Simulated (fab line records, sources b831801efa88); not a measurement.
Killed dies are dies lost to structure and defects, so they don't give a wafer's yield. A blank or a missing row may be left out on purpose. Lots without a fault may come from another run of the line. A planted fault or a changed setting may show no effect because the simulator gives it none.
Tool commonality check | flow sky130 | 12 lots, 36 wafers sampled

WHY IT WAS OPENED
At SKY_NWELL_RS_MEAS_29 the reading NWELL_RS is flagged on 2 of 12 lots. Wafers without a fault read 625.2 ohm/sq, standard deviation 1.6.
Rule: a lot is flagged when every wafer of it that has a number lies more than 4 standard deviations from that mean, or none has a number. The other lots count as sound.

lot  | measured     | on            | NWELL_RS (ohm/sq), wafer by wafer | flag
L117 | day 5 09:10  | film_metro-04 | 622.6 623.6 622.8                 |
L119 | day 5 19:31  | film_metro-02 | 627.6 624.4 626.5                 |
L120 | day 6 02:52  | film_metro-02 | 626.4 627.8 629.4                 |
L122 | day 6 18:10  | film_metro-03 | 627.0 625.1 624.1                 |
L123 | day 6 21:53  | film_metro-04 | 627.1 626.1 627.7                 |
L124 | day 7 03:52  | film_metro-04 | 622.4 623.4 622.3                 |
L132 | day 9 00:38  | film_metro-03 | 636.6 636.3 638.3                 | FLAGGED
L134 | day 9 17:14  | film_metro-03 | 636.4 636.3 637.0                 | FLAGGED
L135 | day 9 20:03  | film_metro-02 | 628.5 627.9 626.6                 |
L137 | day 10 13:48 | film_metro-02 | 625.0 626.4 624.9                 |
L138 | day 10 21:52 | film_metro-02 | 624.7 625.3 624.7                 |
L140 | day 11 09:10 | film_metro-04 | 625.8 623.5 625.1                 |
The numbers of the flagged lots are 636.8 ohm/sq on average: +11.6 ohm/sq against the usual, or +7 standard deviations.

WHICH TOOL RAN EACH LOT
The record holds 1 process step before the reading, out of a route of 708 steps. In each cell: the tool, then ch and the chambers that the sampled wafers went through, then the start.
lot  | flag    | SKY_NWELL_IMPLANT_11
L117 |         | implanter-02 ch 0, day 4 14:50
L119 |         | implanter-02 ch 0, day 5 00:04
L120 |         | implanter-02 ch 0, day 5 07:52
L122 |         | implanter-02 ch 0, day 5 21:50
L123 |         | implanter-03 ch 0, day 6 02:04
L124 |         | implanter-03 ch 0, day 6 07:07
L132 | FLAGGED | implanter-02 ch 0, day 8 03:31
L134 | FLAGGED | implanter-02 ch 0, day 8 18:37
L135 |         | implanter-01 ch 0, day 8 21:37
L137 |         | implanter-01 ch 0, day 9 14:49
L138 |         | implanter-03 ch 0, day 9 21:46
L140 |         | implanter-01 ch 0, day 10 08:46
What these steps do:
- SKY_NWELL_IMPLANT_11
- SKY_NWELL_RS_MEAS_29: measures by four-point-probe.

FLAGGED OVER TOTAL, TOOL BY TOOL (the gauges that took the reading come last)
step                 | tool          | lots run | flagged | share of the flagged lots | sound lots run after its first flagged lot
SKY_NWELL_IMPLANT_11 | implanter-01  | 3        | 0       | none                      | -
SKY_NWELL_IMPLANT_11 | implanter-02  | 6        | 2       | all                       | 0
SKY_NWELL_IMPLANT_11 | implanter-03  | 3        | 0       | none                      | -
SKY_NWELL_RS_MEAS_29 | film_metro-02 | 5        | 0       | none                      | -
SKY_NWELL_RS_MEAS_29 | film_metro-03 | 3        | 2       | all                       | 0
SKY_NWELL_RS_MEAS_29 | film_metro-04 | 4        | 0       | none                      | -

WHAT THE TABLE ALLOWS
2 rows of the table ran every flagged lot: implanter-02 at SKY_NWELL_IMPLANT_11, film_metro-03 at SKY_NWELL_RS_MEAS_29.
- implanter-02 at SKY_NWELL_IMPLANT_11: 2 of its 6 lots flagged. Its last sound lot is L122 (day 5 21:50), its first flagged lot L132 (day 8 03:31): a fault that began between those two fits. Its own readings lie more than 4 standard deviations out on every wafer of the flagged lots: dose_ions_cm2.
- film_metro-03 at SKY_NWELL_RS_MEAS_29: 2 of its 3 lots flagged. Its last sound lot is L122 (day 6 18:10), its first flagged lot L132 (day 9 00:38): a fault that began between those two fits.
Counting lots can't tell these 2 tools apart, because each fits a fault that began at some hour. More lots, or a look at what each step does to the wafer, might.

WHAT THE SIMULATOR HAD PUT IN
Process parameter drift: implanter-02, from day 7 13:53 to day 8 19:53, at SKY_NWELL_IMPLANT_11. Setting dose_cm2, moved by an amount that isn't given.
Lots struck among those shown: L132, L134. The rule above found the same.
